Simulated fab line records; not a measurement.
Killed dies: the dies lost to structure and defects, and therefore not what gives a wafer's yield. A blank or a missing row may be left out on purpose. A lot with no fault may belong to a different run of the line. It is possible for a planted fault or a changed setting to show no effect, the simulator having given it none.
Which tool was responsible? + flow gf180mcu + 39 wafers from 13 lots sampled at 3 of the route's 602 steps

## WHAT THE GAUGES SHOWED, per wafer
GF_V5_THK_MEAS_25: measures by xrf.
| lot  | measured     | on            | V5_W_THK (nm) |
|------|--------------|---------------|---------------|
| L863 | day 26 23:08 | film_metro-01 | 345 341 346   |
| L865 | day 27 23:14 | film_metro-04 | 365 368 363   |
| L866 | day 28 08:50 | film_metro-04 | 367 365 364   |
| L868 | day 29 00:25 | film_metro-04 | 360 361 362   |
| L870 | day 29 18:22 | film_metro-01 | 347 350 347   |
| L872 | day 30 00:06 | film_metro-02 | 370 366 362   |
| L874 | day 30 19:51 | film_metro-02 | 367 367 365   |
| L875 | day 30 23:52 | film_metro-02 | 366 372 368   |
| L879 | day 32 02:03 | film_metro-04 | 350 353 357   |
| L880 | day 32 05:23 | film_metro-04 | 370 361 369   |
| L882 | day 32 16:53 | film_metro-02 | 351 356 347   |
| L885 | day 33 08:14 | film_metro-04 | 356 357 354   |
| L886 | day 33 12:10 | film_metro-04 | 360 359 361   |

## TOOL THAT RAN EACH LOT (tool first, then ch and the chambers of the sampled wafers, then the start)
| lot  | GF_MIM_SPUTTER_00            | GF_MIM_SPUTTER_09            |
|------|------------------------------|------------------------------|
| L863 | pvd_sputter-01, day 24 03:42 | pvd_sputter-01, day 24 04:05 |
| L865 | pvd_sputter-01, day 25 06:16 | pvd_sputter-04, day 25 06:38 |
| L866 | pvd_sputter-01, day 25 17:51 | pvd_sputter-01, day 25 18:14 |
| L868 | pvd_sputter-01, day 26 08:52 | pvd_sputter-04, day 26 09:15 |
| L870 | pvd_sputter-04, day 27 04:57 | pvd_sputter-03, day 27 05:20 |
| L872 | pvd_sputter-04, day 27 10:05 | pvd_sputter-01, day 27 10:28 |
| L874 | pvd_sputter-01, day 28 00:31 | pvd_sputter-03, day 28 00:54 |
| L875 | pvd_sputter-01, day 28 12:02 | pvd_sputter-04, day 28 12:25 |
| L879 | pvd_sputter-01, day 29 17:21 | pvd_sputter-03, day 29 17:44 |
| L880 | pvd_sputter-01, day 29 21:38 | pvd_sputter-04, day 29 22:01 |
| L882 | pvd_sputter-01, day 30 09:56 | pvd_sputter-04, day 30 10:19 |
| L885 | pvd_sputter-04, day 31 03:43 | pvd_sputter-01, day 31 04:07 |
| L886 | pvd_sputter-03, day 31 06:09 | pvd_sputter-04, day 31 06:32 |
- GF_MIM_SPUTTER_00: material Ti, target thk 37.5 nm, time 150 s.
- GF_MIM_SPUTTER_09: material TiN, target thk 35 nm, time 29.2 s.

## WHAT THE TOOLS THEMSELVES READ (means of the sampled wafers that have a number; where no wafer has one, the mark that the record gives instead)
GF_MIM_SPUTTER_00.
| lot  | tool           | throttle_valve_pct (%) |
|------|----------------|------------------------|
| L863 | pvd_sputter-01 | 28.5                   |
| L865 | pvd_sputter-01 | 29.3                   |
| L866 | pvd_sputter-01 | 27.7                   |
| L868 | pvd_sputter-01 | 29.2                   |
| L870 | pvd_sputter-04 | 28.8                   |
| L872 | pvd_sputter-04 | 29.0                   |
| L874 | pvd_sputter-01 | 29.0                   |
| L875 | pvd_sputter-01 | 29.7                   |
| L879 | pvd_sputter-01 | 28.4                   |
| L880 | pvd_sputter-01 | 29.5                   |
| L882 | pvd_sputter-01 | 28.8                   |
| L885 | pvd_sputter-04 | 29.6                   |
| L886 | pvd_sputter-03 | 29.6                   |

GF_MIM_SPUTTER_09.
| lot  | tool           | throttle_valve_pct (%) |
|------|----------------|------------------------|
| L863 | pvd_sputter-01 | 28.9                   |
| L865 | pvd_sputter-04 | 29.6                   |
| L866 | pvd_sputter-01 | 28.9                   |
| L868 | pvd_sputter-04 | 29.6                   |
| L870 | pvd_sputter-03 | 29.0                   |
| L872 | pvd_sputter-01 | 29.7                   |
| L874 | pvd_sputter-03 | 30.3                   |
| L875 | pvd_sputter-04 | 29.5                   |
| L879 | pvd_sputter-03 | 28.6                   |
| L880 | pvd_sputter-04 | 29.4                   |
| L882 | pvd_sputter-04 | 29.6                   |
| L885 | pvd_sputter-01 | 28.8                   |
| L886 | pvd_sputter-04 | 29.2                   |

## THE ANSWER, worked out from the rows above alone
Rule: usual is defined by the lots themselves. The widest of any qualifying gaps counts: lots, ordered by their means at a reading, are off when they make up no more than a third of the lots, leave a main group of 4 or more, and stand apart from it by 3 or more times the standard deviation of that group's means. Not used: any main group whose means are identical at the precision the tables above print for the reading. A lot without any number at a reading at which 4 lots or more have one is off too. The other lots that the step has rows for count as sound. First the gauges in route order, then the tools' own readings, where a lot's mean is used as printed above. The first step at which some lot is off is used, and at that step the reading that is off furthest; a lot without a number counts as furthest.
No lot is off at any reading shown: from this, nothing can be told.

## WHAT THE SIMULATOR PUT IN
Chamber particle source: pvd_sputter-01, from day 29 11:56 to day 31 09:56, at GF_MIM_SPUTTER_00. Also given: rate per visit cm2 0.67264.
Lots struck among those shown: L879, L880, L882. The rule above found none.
